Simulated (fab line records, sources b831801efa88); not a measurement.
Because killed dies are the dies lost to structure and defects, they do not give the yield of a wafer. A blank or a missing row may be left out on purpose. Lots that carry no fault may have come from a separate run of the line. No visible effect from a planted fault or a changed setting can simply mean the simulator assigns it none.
fab line records	flow sky130
record: lots: 6	wafers: 18	lastDay: 50
route steps=708 shown SONOS_ONO@176 GATE_OXIDE@187 POLY_GATE@204 PAD_OPEN@708
lots that met no fault: from a run of the same line without faults
startH: hours from the record's opening day to when the first of the lot's shown wafers began	waitH: hours elapsed since this lot's preceding step	" unchanged from the row above	L1.1+2: a single row standing in for several wafers	- no value, or no start given	* or withheld: withheld	< > ~ a bound
route shown NAME@n: a module of which the file shows steps, and the number in the route of the first	usual: mean and standard deviation over wafers with no fault	same: alike in all rows	chamber/n: place in a boat	sites: each site's reading	_std_site: the values' standard deviation	_edge_site: mean of outer sites minus mean of inner sites	radiusMm: how far each site lies from the wafer's centre	mask NAME#n: copy n	behind: tool/chamber where the wafer was last shaped	hold: why the lot went on hold/how many hours it stayed there/how the hold came to an end	device: which transistor (n, p or np) failed to switch	end of line: the route-end tests of the same wafers	a step without rows: its recipe alone	killed: count of dies lost to structure and defects at first sort (not the wafer's yield)	map: per-die view of a wafer (x killed, . not killed, _ where there is no die)
set.NAME: the run value of the setting; set.NAME@STEP: its run value at that earlier step	model.NAME: the simulator's own value behind a step, which no gauge read
lots seen at some steps along the route; tables by step, rows by wafer
services: when a tool's chamber went out of use (startH, in hours from the record's first day, below 0 if earlier), for how many hours, and the reason
== steps ==
step: SKY_SONOS_ONO_COAT_08
recipe: resist: NOVOLAK	spinRpm: 3000	resistThkNm: 1140
step: SKY_SONOS_ONO_SOFTBAKE_09
recipe: tempC: 90	timeS: 60	resist: NOVOLAK
step: SKY_SONOS_ONO_EXPOSE_10
recipe: maskId: ONOM	targetCdNm: 410	na: 0.6	sourceShape: conventional	sigmaOuter: 0.6	doseMj: 150
step: SKY_SONOS_ONO_PEB_11
recipe: tempC: withheld	timeS: *	resist: NOVOLAK
step: SKY_SONOS_ONO_DEVELOP_12
recipe: developTimeS: 60	devTempC: 23
step: SKY_SONOS_ONO_CD_MEAS_13
recipe: targetCdNm: 410
usual: cdNm: 410.3/2.5
lot.wafer	tool	chamber	startH	waitH	cdNm
L323.2	cdSem-02	-	300.80	0.1	408.8
L323.3	"	-	"	"	408.7
L323.5	"	-	"	"	409.0
L328.2	cdSem-02	-	329.63	0.1	410.5
L328.4	"	-	"	"	409.1
L328.6	"	-	"	"	409.5
L335.1	cdSem-02	-	391.58	0.1	408.4
L335.2	"	-	"	"	407.9
L335.3	"	-	"	"	410.1
L336.3	cdSem-02	-	403.37	0.1	405.9
L336.4	"	-	"	"	405.3
L336.5	"	-	"	"	405.8
L342.1	cdSem-01	-	458.36	0.1	411.2
L342.4	"	-	"	"	411.9
L342.6	"	-	"	"	412.4
L346.1	cdSem-02	-	476.83	0.1	406.9
L346.4	"	-	"	"	407.3
L346.6	"	-	"	"	408.4
step: SKY_SONOS_ONO_OVL_MEAS_14
usual: SONOS_ONO_OVL: 0.4/1.5
lot.wafer	tool	chamber	startH	waitH	SONOS_ONO_OVL[nm]
L323.2	overlay-01	-	300.91	0.1	-2.1
L323.3	"	-	"	"	-1.5
L323.5	"	-	"	"	-0.9
L328.2	overlay-02	-	329.74	0.1	1.4
L328.4	"	-	"	"	0.5
L328.6	"	-	"	"	0.9
L335.1	overlay-02	-	391.70	0.1	0.8
L335.2	"	-	"	"	0.5
L335.3	"	-	"	"	1.9
L336.3	overlay-01	-	403.46	0.1	0.7
L336.4	"	-	"	"	-1.4
L336.5	"	-	"	"	2.0
L342.1	overlay-01	-	458.48	0.1	0.9
L342.4	"	-	"	"	1.6
L342.6	"	-	"	"	0.6
L346.1	overlay-01	-	476.95	0.1	-2.0
L346.4	"	-	"	"	0.1
L346.6	"	-	"	"	-1.7
step: SKY_SONOS_ONO_ETCH_15
recipe: targetDepthNm: 19.52	chemistry: CHF3/O2	sourceW: 600	biasW: 194.5	pressureMtorr: 40	chf3FlowSccm: 50	O2_flow_sccm: 5	timeS: 7.8
usual: drypumpMotorCurrentA: 5.7/0.5	oesProductAu: 0.988/0.0088	throttleValvePct: 8.823/0.01
lot.wafer	tool	chamber	startH	waitH	drypumpMotorCurrentA	oesProductAu	rfHoursCounterH	throttleValvePct
L323.2	rieDiel-04	0	300.94	0.0	6.0	0.994	8	8.836
L323.3	"	1	"	"	5.7	0.997	3	8.824
L323.5	"	1	"	"	5.8	0.994	-	8.823
L328.2	rieDiel-04	2	329.77	0.0	6.5	0.985	72	8.805
L328.4	"	3	"	"	5.9	0.983	120	8.815
L328.6	"	3	"	"	5.9	0.987	-	8.809
L335.1	rieDiel-01	0	391.74	0.0	6.2	0.981	3	8.821
L335.2	"	3	"	"	4.8	0.969	1	8.829
L335.3	"	2	"	"	5.5	0.989	73	8.826
L336.3	rieDiel-01	3	403.49	0.0	4.8	0.977	2	8.829
L336.4	"	0	"	"	6.3	0.993	-	8.824
L336.5	"	2	"	"	5.5	0.994	-	8.828
L342.1	rieDiel-01	1	458.52	0.0	5.2	0.982	1	8.822
L342.4	"	0	"	"	6.3	0.974	5	8.820
L342.6	"	0	"	"	6.2	0.977	-	8.816
L346.1	rieDiel-03	2	476.99	0.0	5.2	0.974	30	8.822
L346.4	"	1	"	"	6.0	1.000	-	8.817
L346.6	"	3	"	"	6.1	0.986	-	8.819
step: SKY_SONOS_ONO_WET_ETCH_16
recipe: chemistry: dHF	targetDepthNm: 14	dry: n2Spin	target: SiO2	dilution: 100:1	tempC: 25	timeS: 280
step: SKY_SONOS_ONO_STRIP_17
recipe: chemistry: O2/N2	powerW: 1400	pressureMtorr: 1500	platenTempC: withheld	o2FlowSccm: 3000	n2FlowSccm: 300	overashFraction: 0.5
usual: drypumpMotorCurrentA: 5.7/0.52	oesProductAu: 0.711/0.0043	stripTimeToEndpointS: 14.08/0.042
lot.wafer	tool	chamber	startH	waitH	drypumpMotorCurrentA	oesProductAu	rfHoursCounterH	stripTimeToEndpointS
L323.2	plasmaAsher-04	1	301.04	0.0	6.3	0.706	50	14.12
L323.3	"	0	"	"	5.2	0.715	-	14.06
L323.5	"	1	"	"	6.4	0.708	-	14.05
L328.2	plasmaAsher-02	0	329.89	0.0	6.0	0.708	61	14.00
L328.4	"	1	"	"	6.5	0.712	-	14.05
L328.6	"	0	"	"	6.0	0.711	-	13.99
L335.1	plasmaAsher-04	1	391.84	0.0	6.4	0.719	60	14.08
L335.2	"	0	"	"	5.1	0.712	60	14.06
L335.3	"	0	"	"	5.1	0.707	-	14.07
L336.3	plasmaAsher-04	0	403.63	0.0	5.2	0.712	-	14.04
L336.4	"	1	"	"	6.3	0.705	-	14.03
L336.5	"	1	"	"	6.3	0.709	-	14.04
L342.1	plasmaAsher-03	1	458.63	0.0	5.5	0.718	33	14.08
L342.4	"	0	"	"	5.3	0.712	-	14.10
L342.6	"	1	"	"	5.5	0.707	-	14.09
L346.1	plasmaAsher-02	0	477.09	0.0	6.0	0.706	75	14.16
L346.4	"	1	"	"	6.5	0.714	-	14.10
L346.6	"	1	"	"	6.5	0.714	-	14.13
step: SKY_SONOS_ONO_WET_ETCH_18
recipe: chemistry: H3PO4	targetDepthNm: 15	target: Si3N4	tempC: 160	timeS: 172
step: SKY_GATE_OXIDE_CLEAN_00
recipe: chemistry: SC1/SC2	mix: 1:4:20	tempC: 70	timeS: 150	dry: n2Spin
step: SKY_GATE_OXIDE_OXIDATION_01
recipe: tempC: 900	ambient: O2	stabiliseS: 600	purgeS: 300	targetThkA: 102.68	oxTimeS: 1473
usual: spikeTcBottomC: 918.0/1.4	spikeTcCentreC: 900.6/1.7	spikeTcLowerC: 899.6/1.4	spikeTcTopC: 913.1/1.4	spikeTcUpperC: 899.1/1	tubeCenterTempC: 900/0.081	tube_center_temp_C_max: 902.4/0.37
same: purgeS: 300
lot.wafer	tool	chamber	startH	waitH	spikeTcBottomC	spikeTcCentreC	spikeTcLowerC	spikeTcTopC	spikeTcUpperC	tubeCenterTempC	tube_center_temp_C_max	model.SiO2_of_GATE_OXIDE_OXIDATION_01.thkNm
L323.2	furnace-02	0	303.22	2.0	919.6	898.4	898.7	911.0	899.2	899.98	902.6	10.37
L323.3	"	0	"	"	919.4	899.8	900.8	913.0	898.0	900.17	902.6	10.37
L323.5	"	0	"	"	918.9	898.5	901.1	913.3	899.9	899.92	901.9	10.27
L328.2	furnace-01	0	330.10	0.0	917.0	901.7	898.5	914.1	899.2	899.99	902.7	10.24
L328.4	"	0	"	"	916.8	901.1	900.5	913.3	899.0	899.97	903.0	10.33
L328.6	"	0	"	"	916.7	901.7	899.2	914.3	898.9	900.01	902.7	10
L335.1	furnace-02	0	392.54	0.5	894.9	873.3	877.4	888.8	875.8	875.8	878.9	7.733
L335.2	"	0	"	"	895.4	875.3	876.2	888.0	873.3	875.59	878.3	7.645
L335.3	"	0	"	"	892.9	874.8	875.5	887.5	875.0	875.75	878.1	7.911
L336.3	furnace-02	0	403.81	0.0	893.7	875.2	876.9	887.9	876.8	875.77	878.6	7.584
L336.4	"	0	"	"	894.9	874.0	877.3	887.7	873.8	875.64	877.7	7.834
L336.5	"	0	"	"	894.3	874.2	876.4	889.0	874.6	875.84	877.9	7.833
L342.1	furnace-01	0	458.84	0.0	915.5	900.6	898.0	915.4	900.0	900.05	903.7	10.22
L342.4	"	0	"	"	917.8	902.7	899.0	914.8	898.7	900.02	902.3	10.55
L342.6	"	0	"	"	917.7	902.3	898.6	915.5	900.3	900.03	902.4	10.49
L346.1	furnace-01	0	477.30	0.0	918.2	903.0	898.6	914.8	900.6	899.98	902.3	10.22
L346.4	"	0	"	"	918.4	900.9	899.7	912.8	898.3	899.99	902.2	10.11
L346.6	"	0	"	"	914.2	902.3	897.5	913.2	898.5	900.13	902.3	10.07
step: SKY_GATE_OXIDE_THK_MEAS_02
recipe: reads: SiO2_of_GATE_OXIDE_OXIDATION_01
usual: GATE_OXIDE_OXIDATION_00_THK: 10.27/0.2
lot.wafer	tool	chamber	startH	waitH	hold	GATE_OXIDE_OXIDATION_00_THK[nm]
L323.2	filmMetro-04	-	304.64	0.0	-	10.34
L323.3	"	-	"	"	-	10.34
L323.5	"	-	"	"	-	10.24
L328.2	filmMetro-04	-	331.52	0.0	-	10.23
L328.4	"	-	"	"	-	10.31
L328.6	"	-	"	"	-	10.03
L335.1	filmMetro-02	-	393.95	0.0	awaitDispo/0.2h/release	7.75
L335.2	"	-	"	"	awaitDispo/0.2h/release	7.64
L335.3	"	-	"	"	awaitDispo/0.2h/release	7.88
L335.1	filmMetro-02	-	394.17	0.2	-	7.73
L335.2	"	-	"	"	-	7.65
L335.3	"	-	"	"	-	7.89
L336.3	filmMetro-04	-	405.24	0.0	awaitDispo/0.2h/release	7.61
L336.4	"	-	"	"	awaitDispo/0.2h/release	7.82
L336.5	"	-	"	"	awaitDispo/0.2h/release	7.81
L336.3	filmMetro-04	-	405.47	0.2	-	7.57
L336.4	"	-	"	"	-	7.87
L336.5	"	-	"	"	-	7.84
L342.1	filmMetro-04	-	460.25	0.0	-	10.20
L342.4	"	-	"	"	-	10.55
L342.6	"	-	"	"	-	10.50
L346.1	filmMetro-03	-	478.71	0.0	-	10.23
L346.4	"	-	"	"	-	10.12
L346.6	"	-	"	"	-	10.08
step: SKY_GATE_OXIDE_HMDS_04
recipe: primeTimeS: 60	primeTempC: 120
step: SKY_GATE_OXIDE_COAT_05
recipe: resist: NOVOLAK	spinRpm: 3000	resistThkNm: 1140
step: SKY_GATE_OXIDE_SOFTBAKE_06
recipe: tempC: 90	timeS: 60	resist: NOVOLAK
step: SKY_GATE_OXIDE_EXPOSE_07
recipe: maskId: LVOM	na: 0.6	sourceShape: conventional	sigmaOuter: 0.6	polarization: unpolarized	targetCdNm: 600	doseMj: 170
step: SKY_GATE_OXIDE_PEB_08
recipe: tempC: withheld	timeS: *	resist: NOVOLAK
step: SKY_GATE_OXIDE_DEVELOP_09
recipe: resist: NOVOLAK	developer: TMAH	developTimeS: 60	devTempC: 24.12
step: SKY_GATE_OXIDE_OVL_MEAS_10
usual: GATE_OXIDE_OVL: 1.4/1.4
lot.wafer	tool	chamber	startH	waitH	GATE_OXIDE_OVL[nm]
L323.2	overlay-01	-	330.24	0.1	4.1
L323.3	"	-	"	"	0.5
L323.5	"	-	"	"	1.9
L328.2	overlay-02	-	359.27	0.1	1.5
L328.4	"	-	"	"	0.9
L328.6	"	-	"	"	2.6
L335.1	overlay-02	-	423.60	0.1	2.0
L335.2	"	-	"	"	1.2
L335.3	"	-	"	"	0.5
L336.3	overlay-01	-	435.81	0.1	-1.6
L336.4	"	-	"	"	-0.8
L336.5	"	-	"	"	-1.8
L342.1	overlay-01	-	490.93	0.1	2.4
L342.4	"	-	"	"	3.1
L342.6	"	-	"	"	2.6
L346.1	overlay-02	-	508.61	0.1	1.2
L346.4	"	-	"	"	2.6
L346.6	"	-	"	"	1.9
step: SKY_GATE_OXIDE_IMPLANT_11
recipe: species: B	energyKev: 10	doseCm2: 2.6e+12	tiltDeg: withheld
step: SKY_GATE_OXIDE_WET_ETCH_12
recipe: chemistry: dHF	targetDepthNm: 16.8	dry: n2Spin	target: SiO2	dilution: 100:1	tempC: 25	timeS: 336
step: SKY_GATE_OXIDE_STRIP_13
recipe: chemistry: O2/N2	powerW: 1400	pressureMtorr: 1500	platenTempC: withheld	o2FlowSccm: 3000	n2FlowSccm: 300	overashFraction: 0.5
usual: drypumpMotorCurrentA: 5.7/0.41	oesProductAu: 0.716/0.0043	stripTimeToEndpointS: 14.18/0.037
lot.wafer	tool	chamber	startH	waitH	drypumpMotorCurrentA	oesProductAu	rfHoursCounterH	stripTimeToEndpointS
L323.2	plasmaAsher-03	0	330.54	0.0	5.3	0.708	20	14.19
L323.3	"	0	"	"	5.3	0.713	-	14.15
L323.5	"	1	"	"	5.5	0.720	-	14.20
L328.2	plasmaAsher-01	1	359.56	0.0	6.1	0.722	66	14.20
L328.4	"	0	"	"	5.4	0.715	-	14.23
L328.6	"	0	"	"	5.4	0.718	-	14.23
L335.1	plasmaAsher-02	1	423.88	0.0	6.5	0.712	69	14.24
L335.2	"	0	"	"	6.0	0.712	69	14.22
L335.3	"	1	"	"	6.5	0.723	-	14.23
L336.3	plasmaAsher-03	0	436.14	0.0	5.3	0.712	-	14.22
L336.4	"	1	"	"	5.6	0.714	-	14.13
L336.5	"	0	"	"	5.3	0.713	-	14.20
L342.1	plasmaAsher-03	1	491.23	0.0	5.5	0.718	36	14.18
L342.4	"	0	"	"	5.3	0.715	-	14.16
L342.6	"	0	"	"	5.3	0.716	-	14.23
L346.1	plasmaAsher-01	0	508.90	0.0	5.5	0.708	8	14.18
L346.4	"	1	"	"	6.1	0.720	-	14.21
L346.6	"	1	"	"	6.1	0.719	-	14.24
step: SKY_GATE_OXIDE_TW_MEAS_14
usual: GATE_OXIDE_TW: 226.1/1.6
lot.wafer	tool	chamber	startH	waitH	hold	GATE_OXIDE_TW
L323.2	filmMetro-02	-	330.65	0.1	-	226.8
L323.3	"	-	"	"	-	225.8
L323.5	"	-	"	"	-	226.7
L328.2	filmMetro-03	-	359.67	0.1	-	225.1
L328.4	"	-	"	"	-	225.4
L328.6	"	-	"	"	-	223.9
L335.1	filmMetro-02	-	423.98	0.1	awaitDispo/0.2h/release	226.3
L335.2	"	-	"	"	awaitDispo/0.2h/release	227.8
L335.3	"	-	"	"	awaitDispo/0.2h/release	227.2
L335.1	filmMetro-02	-	424.21	0.2	-	228.1
L335.2	"	-	"	"	-	226.4
L335.3	"	-	"	"	-	226.6
L336.3	filmMetro-02	-	436.22	0.1	awaitDispo/0.2h/release	228.0
L336.4	"	-	"	"	awaitDispo/0.2h/release	227.8
L336.5	"	-	"	"	awaitDispo/0.2h/release	227.6
L336.3	filmMetro-02	-	436.45	0.2	-	228.0
L336.4	"	-	"	"	-	227.7
L336.5	"	-	"	"	-	226.7
L342.1	filmMetro-03	-	491.33	0.1	-	223.7
L342.4	"	-	"	"	-	224.5
L342.6	"	-	"	"	-	224.2
L346.1	filmMetro-03	-	509.00	0.1	-	224.4
L346.4	"	-	"	"	-	226.5
L346.6	"	-	"	"	-	224.3
step: SKY_GATE_OXIDE_OXIDATION_16
recipe: tempC: 800	ambient: O2	idleTempC: 700	rampUpCPerMin: 10	rampDownCPerMin: 3	stabiliseS: 600	purgeS: 300	targetThkA: 35.7	oxTimeS: 1915
usual: rampDownCPerMin: 3.0000/0.00052	spikeTcBottomC: 819.1/1.4	spikeTcCentreC: 800.6/1.6	spikeTcLowerC: 799.3/1.3	spikeTcTopC: 815.1/1.4	spikeTcUpperC: 799.2/1.1	tubeCenterTempC: 800/0.071	tube_center_temp_C_max: 802.0/0.31
same: purgeS: 300
lot.wafer	tool	chamber	startH	waitH	rampDownCPerMin	spikeTcBottomC	spikeTcCentreC	spikeTcLowerC	spikeTcTopC	spikeTcUpperC	tubeCenterTempC	tube_center_temp_C_max	model.SiO2_of_GATE_OXIDE_OXIDATION_01.thkNm
L323.2	furnace-01	0	331.51	0.8	2.9993	818.7	799.9	797.9	814.9	800.7	800	801.8	11.74
L323.3	"	0	"	"	3.0007	816.8	801.5	796.6	816.5	799.6	799.93	801.9	11.7
L323.5	"	0	"	"	2.9999	817.5	802.3	798.8	815.9	799.0	800.04	802.1	11.62
L328.2	furnace-01	0	360.84	1.1	2.9996	818.1	802.7	799.0	816.2	798.2	800.05	802.1	11.57
L328.4	"	0	"	"	2.9995	818.9	802.1	798.8	816.3	799.8	800	802.2	11.62
L328.6	"	0	"	"	3.0000	819.1	801.8	799.5	815.8	800.0	800.02	802.5	11.37
L335.1	furnace-02	0	428.81	1.1	3.0001	820.0	798.4	800.6	813.0	798.8	800.01	802.0	9.305
L335.2	"	0	"	"	3.0002	820.5	799.8	799.3	813.5	798.5	800.09	801.9	9.213
L335.3	"	0	"	"	2.9999	821.3	798.6	799.8	813.2	797.4	800.1	801.8	9.456
L336.3	furnace-02	0	440.08	0.0	3.0009	821.4	799.5	799.7	812.8	799.6	799.97	801.7	9.209
L336.4	"	0	"	"	2.9995	820.3	799.9	802.0	813.9	798.1	799.98	802.3	9.425
L336.5	"	0	"	"	3.0004	816.9	797.1	801.3	815.4	797.3	799.93	802.3	9.403
L342.1	furnace-02	0	491.44	0.0	3.0008	819.8	798.2	799.5	812.5	798.1	799.91	801.5	11.52
L342.4	"	0	"	"	3.0002	820.5	800.6	800.1	815.8	798.0	800	801.8	11.83
L342.6	"	0	"	"	3.0006	820.1	798.2	800.4	813.3	798.0	800.03	802.0	11.75
L346.1	furnace-01	0	509.38	0.3	3.0003	818.5	801.3	800.5	817.4	798.4	799.96	802.2	11.53
L346.4	"	0	"	"	3.0002	817.5	801.4	798.0	817.6	798.8	800	801.8	11.42
L346.6	"	0	"	"	2.9996	819.4	801.6	798.6	816.1	798.8	799.97	802.2	11.41
step: SKY_POLY_GATE_CVD_00
recipe: material: poly-Si	targetThkNm: 180	tempC: 620	timeS: 720	pressureMtorr: 200
step: SKY_PAD_OPEN_PROBE_99
usual: killed_at_M0_to_M3: 44/6.3	killed_at_M4_up: 3.1/1.8	killedAtContacts: 25/5.1	killedAtFrontEnd: 15/4.1	killedAtOther: 0.3/0.71	killedDies: 87/8.8	killedOpen: 47/6.8	killedShort: 40/6.7
same: grossDies: 492	killedAtBackSide: 0
lot.wafer	tool	chamber	startH	waitH	killed_at_M0_to_M3	killed_at_M4_up	killedAtContacts	killedAtFrontEnd	killedAtOther	killedDies	killedOpen	killedShort	model.etest.nfet_16v.rOnOhmUm	model.etest.pfet_16v.rOnOhmUm	model.etest.pfetG5v0d10v5.rOnOhmUm	model.etest.tipSonos.rsOhmSq	model.etest.nfetG5v0d10v5.rOnOhmUm	model.etest.nfetG5v0d10v5.driveUaUm	model.etest.nfet_05v0_nvt.driveUaUm	model.etest.pfet_01v8.rOnOhmUm
L323.2	prober-02	-	1088.17	0.1	46	2	26	18	0	92	50	42	1.397e+04	1.528e+04	4789	2667	1893	599.2	578.5	2948
L323.3	prober-02	-	1088.22	0.2	36	6	22	16	1	81	43	38	1.392e+04	1.554e+04	4780	2633	1891	604.9	577	2878
L323.5	prober-02	-	1088.32	0.2	47	4	21	10	2	84	35	49	1.388e+04	1.496e+04	4691	2640	1881	606.1	584.7	2928
L328.2	prober-01	-	1113.75	0.1	45	4	22	11	0	82	46	36	1.392e+04	1.514e+04	4634	2673	1880	607.1	581.9	2944
L328.4	prober-01	-	1113.85	0.2	37	7	22	10	0	76	37	39	1.401e+04	1.536e+04	4644	2636	1872	608.7	578.1	2877
L328.6	prober-01	-	1113.95	0.2	54	3	24	18	0	99	59	40	1.39e+04	1.522e+04	4626	2607	1858	619.6	591.6	2924
L335.1	prober-02	-	1154.85	0.1	51	3	25	16	0	95	47	48	1.247e+04	1.453e+04	4250	2226	1643	745.9	696.4	2748
L335.2	prober-02	-	1154.90	0.1	46	3	26	15	0	90	56	34	1.249e+04	1.447e+04	4208	2215	1646	753.7	699.1	2799
L335.3	prober-02	-	1154.95	0.2	49	2	20	17	0	88	44	44	1.27e+04	1.512e+04	4337	2229	1709	728.9	682.6	2875
L336.3	prober-01	-	1163.08	0.2	46	2	25	16	0	89	47	42	1.309e+04	1.482e+04	4234	2231	1661	756.3	708.2	2774
L336.4	prober-01	-	1163.13	0.2	42	6	26	18	0	92	53	39	1.312e+04	1.451e+04	4255	2280	1674	743.4	693.7	2785
L336.5	prober-01	-	1163.18	0.2	44	1	31	20	1	97	52	45	1.297e+04	1.437e+04	4226	2244	1663	739.9	691	2789
L342.1	prober-01	-	1191.67	0.1	37	1	25	10	0	73	31	42	1.384e+04	1.478e+04	4683	2619	1872	611.1	582.1	2812
L342.4	prober-01	-	1191.82	0.2	52	3	23	16	1	95	40	55	1.405e+04	1.493e+04	4763	2659	1904	593.8	567.5	2833
L342.6	prober-01	-	1191.92	0.2	38	5	26	10	0	79	36	43	1.396e+04	1.53e+04	4679	2677	1884	601.5	569.2	2811
L346.1	prober-01	-	1202.74	0.1	46	4	17	13	0	80	43	37	1.393e+04	1.564e+04	4739	2666	1852	616.2	582.1	2798
L346.4	prober-01	-	1202.89	0.2	40	5	25	10	0	80	41	39	1.39e+04	1.544e+04	4759	2672	1865	617	584.5	2844
L346.6	prober-01	-	1202.99	0.2	49	4	16	15	0	84	47	37	1.385e+04	1.551e+04	4679	2658	1852	615.4	578.5	2829
killed by level:class
L323.2 VIA1:geometricParticle:open=12 LI_CONTACT:geometricParticle:open=8 VIA3:geometricParticle:open=7 FIELD_ISO:geometricParticle:short=6 CONTACT:geometricParticle:open=6 VIA1:geometricParticle:short=6 FIELD_ISO:geometricParticle:open=5 LOCAL_INTERCONNECT:geometricParticle:short=5
L323.3 VIA1:geometricParticle:open=10 CONTACT:geometricParticle:short=6 CONTACT:geometricParticle:open=6 METAL4:geometricParticle:short=6 POLY_GATE:geometricParticle:short=5 VIA2:geometricParticle:open=5 VIA3:geometricParticle:open=5 LI_CONTACT:geometricParticle:open=4
L323.5 VIA1:geometricParticle:short=13 VIA1:geometricParticle:open=8 LI_CONTACT:geometricParticle:open=6 VIA2:geometricParticle:open=6 VIA3:geometricParticle:open=5 METAL2:geometricParticle:short=5 CONTACT:geometricParticle:short=5 CONTACT:geometricParticle:open=5
L328.2 VIA1:geometricParticle:open=13 VIA3:geometricParticle:open=7 CONTACT:geometricParticle:short=6 CONTACT:geometricParticle:open=6 LI_CONTACT:geometricParticle:open=5 METAL2:geometricParticle:short=5 VIA1:geometricParticle:short=4 VIA2:geometricParticle:open=4
L328.4 CONTACT:geometricParticle:open=10 VIA1:geometricParticle:open=9 VIA3:geometricParticle:short=6 METAL2:geometricParticle:short=5 CONTACT:geometricParticle:short=4 METAL3:geometricParticle:short=4 METAL4:geometricParticle:short=4 FIELD_ISO:geometricParticle:open=3
L328.6 VIA1:geometricParticle:open=11 METAL2:geometricParticle:short=10 LI_CONTACT:geometricParticle:open=9 CONTACT:geometricParticle:open=9 VIA2:geometricParticle:open=8 VIA3:geometricParticle:open=8 CONTACT:geometricParticle:short=5 FIELD_ISO:geometricParticle:open=4
L335.1 VIA1:geometricParticle:open=15 VIA1:geometricParticle:short=10 LI_CONTACT:geometricParticle:open=9 POLY_GATE:geometricParticle:short=8 CONTACT:geometricParticle:open=7 METAL1:geometricParticle:short=6 VIA2:geometricParticle:open=6 FIELD_ISO:geometricParticle:short=4
L335.2 VIA1:geometricParticle:open=12 CONTACT:geometricParticle:open=11 LI_CONTACT:geometricParticle:open=9 METAL2:geometricParticle:short=9 VIA3:geometricParticle:open=9 METAL1:geometricParticle:short=6 FIELD_ISO:geometricParticle:open=5 LOCAL_INTERCONNECT:geometricParticle:short=5
L335.3 VIA1:geometricParticle:open=11 FIELD_ISO:geometricParticle:short=7 METAL2:geometricParticle:short=7 VIA2:geometricParticle:open=6 VIA3:geometricParticle:open=6 LI_CONTACT:geometricParticle:open=5 LI_CONTACT:geometricParticle:short=4 LOCAL_INTERCONNECT:geometricParticle:short=4
L336.3 METAL1:geometricParticle:short=10 VIA1:geometricParticle:open=9 LI_CONTACT:geometricParticle:open=8 CONTACT:geometricParticle:open=7 VIA3:geometricParticle:open=6 VIA2:geometricParticle:open=6 METAL2:geometricParticle:short=5 FIELD_ISO:geometricParticle:short=4
L336.4 CONTACT:geometricParticle:open=11 VIA3:geometricParticle:open=8 LI_CONTACT:geometricParticle:open=7 VIA2:geometricParticle:open=7 METAL1:geometricParticle:short=6 VIA1:geometricParticle:open=6 FIELD_ISO:geometricParticle:short=5 METAL2:geometricParticle:short=5
L336.5 LI_CONTACT:geometricParticle:open=14 VIA1:geometricParticle:open=12 FIELD_ISO:geometricParticle:short=7 CONTACT:geometricParticle:short=7 FIELD_ISO:geometricParticle:open=6 LOCAL_INTERCONNECT:geometricParticle:short=5 VIA1:geometricParticle:short=5 METAL2:geometricParticle:short=5
L342.1 LI_CONTACT:geometricParticle:open=7 VIA1:geometricParticle:open=6 CONTACT:geometricParticle:open=6 METAL2:geometricParticle:short=6 METAL1:geometricParticle:short=5 LOCAL_INTERCONNECT:geometricParticle:short=4 CONTACT:geometricParticle:short=4 VIA1:geometricParticle:short=4
L342.4 FIELD_ISO:geometricParticle:short=9 VIA2:geometricParticle:open=9 LOCAL_INTERCONNECT:geometricParticle:short=8 VIA1:geometricParticle:open=8 METAL2:geometricParticle:short=7 LI_CONTACT:geometricParticle:open=6 METAL1:geometricParticle:short=6 VIA2:geometricParticle:short=6
L342.6 METAL1:geometricParticle:short=9 LI_CONTACT:geometricParticle:open=7 CONTACT:geometricParticle:short=6 CONTACT:geometricParticle:open=6 VIA3:geometricParticle:open=6 VIA1:geometricParticle:open=5 VIA1:geometricParticle:short=4 LI_CONTACT:geometricParticle:short=4
L346.1 VIA1:geometricParticle:open=10 CONTACT:geometricParticle:open=7 VIA3:geometricParticle:open=6 METAL1:geometricParticle:short=5 FIELD_ISO:geometricParticle:open=4 LI_CONTACT:geometricParticle:open=4 METAL2:geometricParticle:short=4 LOCAL_INTERCONNECT:geometricParticle:short=4
L346.4 VIA1:geometricParticle:open=10 CONTACT:geometricParticle:open=8 LI_CONTACT:geometricParticle:open=6 METAL3:geometricParticle:short=6 METAL1:geometricParticle:short=5 LOCAL_INTERCONNECT:geometricParticle:short=5 METAL4:geometricParticle:short=5 FIELD_ISO:geometricParticle:open=4
L346.6 VIA1:geometricParticle:open=14 VIA1:geometricParticle:short=8 VIA3:geometricParticle:open=8 METAL1:geometricParticle:short=7 POLY_GATE:geometricParticle:open=6 CONTACT:geometricParticle:open=5 VIA2:geometricParticle:open=4 POLY_GATE:geometricParticle:short=4
== services ==
tool	chamber	startH	hours	kind
rieDiel-01	1	279.14	1.4	repair
plasmaAsher-02	-	282.99	2.3	repair
rieDiel-03	0	293.08	2.5	repair
rieDiel-04	-	301.61	0.4	repair
plasmaAsher-03	-	314.85	0.7	repair
rieDiel-04	-	330.08	1.2	repair
rieDiel-03	2	334.78	11.8	repair
plasmaAsher-02	-	337.53	2.8	pm
rieDiel-04	1	360.84	3.6	repair
furnace-02	-	368.31	3.7	pm
rieDiel-03	-	375.77	0.4	repair
plasmaAsher-02	-	377.05	8.5	repair
furnace-01	-	377.77	2.9	pm
plasmaAsher-01	-	381.87	3.7	repair
rieDiel-03	-	391.28	28.3	repair
rieDiel-04	-	402.66	28.1	pm
plasmaAsher-01	-	421.25	9.0	pm
rieDiel-01	2	425.42	2.9	repair
furnace-01	-	434.29	4.1	pm
rieDiel-03	0	451.80	43.1	repair
rieDiel-04	2	452.65	11.3	repair
rieDiel-04	0	461.52	44.4	repair
furnace-02	-	468.54	3.8	pm
plasmaAsher-04	-	502.36	1.1	repair
== key ==
firstSign: step: SKY_GATE_OXIDE_OXIDATION_01	reading: tubeCenterTempC	direction: down	sigmas: 99+	usual: *	struck: *
effect: step: SKY_GATE_OXIDE_OXIDATION_01	reading: tube_center_temp_C_max	direction: down	sigmas: 64	usual: *	struck: *
effect: step: SKY_GATE_OXIDE_THK_MEAS_02	reading: visit	direction: added
effect: step: SKY_GATE_OXIDE_THK_MEAS_02	reading: GATE_OXIDE_OXIDATION_00_THK	direction: down	sigmas: 13	usual: 10.27	struck: 7.75
effect: step: SKY_GATE_OXIDE_TW_MEAS_14	reading: visit	direction: added
modelEffect: step: SKY_GATE_OXIDE_OXIDATION_01	value: SiO2_of_GATE_OXIDE_OXIDATION_01.thkNm	without: 10.23	struck: 7.757
modelEffect: step: SKY_GATE_OXIDE_OXIDATION_16	value: SiO2_of_GATE_OXIDE_OXIDATION_01.thkNm	without: 11.6	struck: 9.335
modelEffect: step: SKY_PAD_OPEN_PROBE_99	value: etest.nfet_16v.rOnOhmUm	without: 1.41e+04	struck: 1.281e+04
metAt SKY_GATE_OXIDE_OXIDATION_01
struckWafers L335.1,L335.2,L335.3,L336.3,L336.4,L336.5
testerLeftOut L335,L336
onsetBetween 303.22 392.54
fault: kind: processParameterDrift	tool: furnace-02	chamber: -	onsetH: 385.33	steps: SKY_GATE_OXIDE_OXIDATION_01	channel: tempC	offset: *	shape: step	endH: 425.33	actsIn: *	stated: *
testerLeftOut: of these lots the tester's yield and bins aren't shown, on N5 and GAA mostly nor the transistor test; their killed dies are dies lost to structure and defects alone, not to doping, threshold or leakage, so they don't give the yield
